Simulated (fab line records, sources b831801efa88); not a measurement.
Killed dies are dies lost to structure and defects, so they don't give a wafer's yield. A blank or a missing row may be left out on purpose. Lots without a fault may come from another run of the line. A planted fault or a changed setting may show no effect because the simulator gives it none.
Which tool did it? | flow gf180mcu | 10 lots, 30 wafers sampled, at 5 steps of a route of 602

WHAT THE GAUGES READ, wafer by wafer
GF_TOP_METAL_RS_MEAS_05: measures by four-point-probe. Usual: TOP_METAL_ALCU_RS 0.0325 ohm/sq, standard deviation 0.00045.
lot  | measured     | on            | TOP_METAL_ALCU_RS (ohm/sq) | flag
L667 | day 27 22:19 | film_metro-01 | 0.0324 0.0321 0.0321       |
L670 | day 28 15:26 | film_metro-01 | 0.0329 0.0328 0.0327       |
L671 | day 29 05:02 | film_metro-01 | 0.0327 0.0342 0.0326       |
L675 | day 30 08:01 | film_metro-02 | 0.0325 0.0324 0.0322       |
L678 | day 31 13:28 | film_metro-04 | 0.0318 0.0321 0.0321       |
L680 | day 31 19:38 | film_metro-04 | 0.0314 0.0314 0.0319       |
L682 | day 32 04:46 | film_metro-01 | 0.0318 0.0322 0.0321       |
L685 | day 32 21:53 | film_metro-01 | 0.0328 0.0327 0.0329       |
L686 | day 33 07:00 | film_metro-01 | 0.0321 0.0325 0.0324       |
L688 | day 33 19:10 | film_metro-01 | 0.0328 0.0325 0.0329       |

GF_TOP_METAL_THK_MEAS_06: measures by xrf. Usual: TOP_METAL_ALCU_THK 895 nm, standard deviation 13.
lot  | measured     | on            | TOP_METAL_ALCU_THK (nm) | flag
L667 | day 27 22:26 | film_metro-01 | 906 910 907             |
L670 | day 28 15:32 | film_metro-01 | 889 891 889             |
L671 | day 29 05:10 | film_metro-01 | 891 854 899             |
L675 | day 30 08:08 | film_metro-02 | 891 892 903             |
L678 | day 31 13:35 | film_metro-04 | 911 905 908             |
L680 | day 31 19:45 | film_metro-04 | 924 928 912             |
L682 | day 32 04:53 | film_metro-01 | 918 910 911             |
L685 | day 32 22:00 | film_metro-01 | 891 893 889             |
L686 | day 33 07:07 | film_metro-01 | 911 893 899             |
L688 | day 33 19:17 | film_metro-01 | 889 899 881             |

GF_TOP_METAL_CD_MEAS_14: target cd 440 nm. Usual: cd_nm 440.3 nm, standard deviation 2.
lot  | measured     | on        | cd_nm (nm)        | flag
L667 | day 28 17:40 | cd_sem-01 | 444.0 441.6 441.5 |
L670 | day 29 10:38 | cd_sem-02 | 440.9 440.6 441.0 |
L671 | day 29 23:28 | cd_sem-01 | 443.8 443.3 442.6 |
L675 | day 31 01:52 | cd_sem-02 | 443.1 441.3 442.4 |
L678 | day 32 06:19 | cd_sem-02 | 441.1 439.8 439.4 |
L680 | day 32 11:25 | cd_sem-02 | 439.1 440.3 440.2 |
L682 | day 32 21:19 | cd_sem-02 | 440.3 437.2 440.8 |
L685 | day 33 12:19 | cd_sem-02 | 441.6 442.7 440.9 |
L686 | day 33 22:28 | cd_sem-01 | 437.4 440.5 438.5 |
L688 | day 34 10:38 | cd_sem-02 | 439.2 438.8 439.2 |

WHICH TOOL RAN EACH LOT (tool, then ch and the chambers of the sampled wafers, then the start)
lot  | GF_V5_ETCH_16                      | GF_TOP_METAL_SPUTTER_02
L667 | rie_diel-04 ch 0,1,2, day 27 20:43 | pvd_sputter-04, day 27 22:14
L670 | rie_diel-01 ch 1,2, day 28 13:27   | pvd_sputter-01, day 28 15:18
L671 | rie_diel-03 ch 0,2, day 29 03:26   | pvd_sputter-04, day 29 04:57
L675 | rie_diel-03 ch 0,1,2, day 30 06:23 | pvd_sputter-01, day 30 07:56
L678 | rie_diel-01 ch 0,2,3, day 31 11:52 | pvd_sputter-02, day 31 13:22
L680 | rie_diel-04 ch 0,1,3, day 31 18:02 | pvd_sputter-02, day 31 19:32
L682 | rie_diel-04 ch 1,2,3, day 32 03:10 | pvd_sputter-02, day 32 04:40
L685 | rie_diel-01 ch 0,2,3, day 32 20:12 | pvd_sputter-02, day 32 21:47
L686 | rie_diel-01 ch 0,3, day 33 05:10   | pvd_sputter-02, day 33 06:49
L688 | rie_diel-04 ch 0,1,3, day 33 17:28 | pvd_sputter-04, day 33 19:04
- GF_V5_ETCH_16: etches BARC in N2/H2.
- GF_TOP_METAL_SPUTTER_02: material AlCu, target thk 900 nm, time 47.82 s.

WHAT THE TOOLS THEMSELVES READ (means of the sampled wafers that have a number; where no wafer has one, the mark that the record gives instead)
GF_V5_ETCH_16. Usual: drypump_motor_current_A 5.66 A, standard deviation 0.27; oes_product_au 0.855 a.u., standard deviation 0.0051; throttle_valve_pct 13.226 %, standard deviation 0.0086.
lot  | tool        | drypump_motor_current_A (A) | oes_product_au (a.u.) | throttle_valve_pct (%) | flag
L667 | rie_diel-04 | 5.69                        | 0.852                 | 13.232                 |
L670 | rie_diel-01 | 5.41                        | 0.854                 | 13.215                 |
L671 | rie_diel-03 | 5.78                        | 0.853                 | 13.223                 |
L675 | rie_diel-03 | 5.70                        | 0.858                 | 13.228                 |
L678 | rie_diel-01 | 5.54                        | 0.855                 | 13.227                 |
L680 | rie_diel-04 | 5.82                        | 0.853                 | 13.225                 |
L682 | rie_diel-04 | 5.47                        | 0.852                 | 13.222                 |
L685 | rie_diel-01 | 5.55                        | 0.855                 | 13.229                 |
L686 | rie_diel-01 | 5.48                        | 0.855                 | 13.227                 |
L688 | rie_diel-04 | 5.82                        | 0.854                 | 13.226                 |

GF_TOP_METAL_SPUTTER_02. Usual: cathode_dc_power_W 10600 W, standard deviation 1.8; substrate_temp_c 249.99 C, standard deviation 0.19; throttle_valve_pct 30.8 %, standard deviation 0.9.
lot  | tool           | cathode_dc_power_W (W) | substrate_temp_c (C) | throttle_valve_pct (%) | flag
L667 | pvd_sputter-04 | 10599                  | 249.88               | 30.3                   |
L670 | pvd_sputter-01 | 10602                  | 249.96               | 30.6                   |
L671 | pvd_sputter-04 | 10468                  | 249.98               | 31.0                   | OFF
L675 | pvd_sputter-01 | 10599                  | 249.93               | 30.6                   |
L678 | pvd_sputter-02 | 10599                  | 250.04               | 31.6                   |
L680 | pvd_sputter-02 | 10599                  | 249.81               | 31.1                   |
L682 | pvd_sputter-02 | 10601                  | 250.02               | 31.7                   |
L685 | pvd_sputter-02 | 10600                  | 249.92               | 31.5                   |
L686 | pvd_sputter-02 | 10600                  | 250.20               | 31.1                   |
L688 | pvd_sputter-04 | 10600                  | 249.87               | 30.7                   |

THE ANSWER, worked out from the rows above alone
Rule: a lot is off if the mean of its wafers that have a number lies more than 3 standard deviations from the usual mean. A lot without any number at a reading at which 4 lots or more have one is off too. The other lots that the step has rows for count as sound. The gauges are gone through in route order, then the tools' own readings, and for those a lot's mean is taken as printed above. The first step at which some lot is off is used, and at that step the reading that is off furthest; a lot without a number counts as furthest.
Off: L671, at GF_TOP_METAL_SPUTTER_02 (cathode_dc_power_W).
A tool fits if, at that step or a process step before it, it ran every lot that is off, and no sound lot after the first of them. None of those tried fits.

WHAT THE SIMULATOR HAD PUT IN
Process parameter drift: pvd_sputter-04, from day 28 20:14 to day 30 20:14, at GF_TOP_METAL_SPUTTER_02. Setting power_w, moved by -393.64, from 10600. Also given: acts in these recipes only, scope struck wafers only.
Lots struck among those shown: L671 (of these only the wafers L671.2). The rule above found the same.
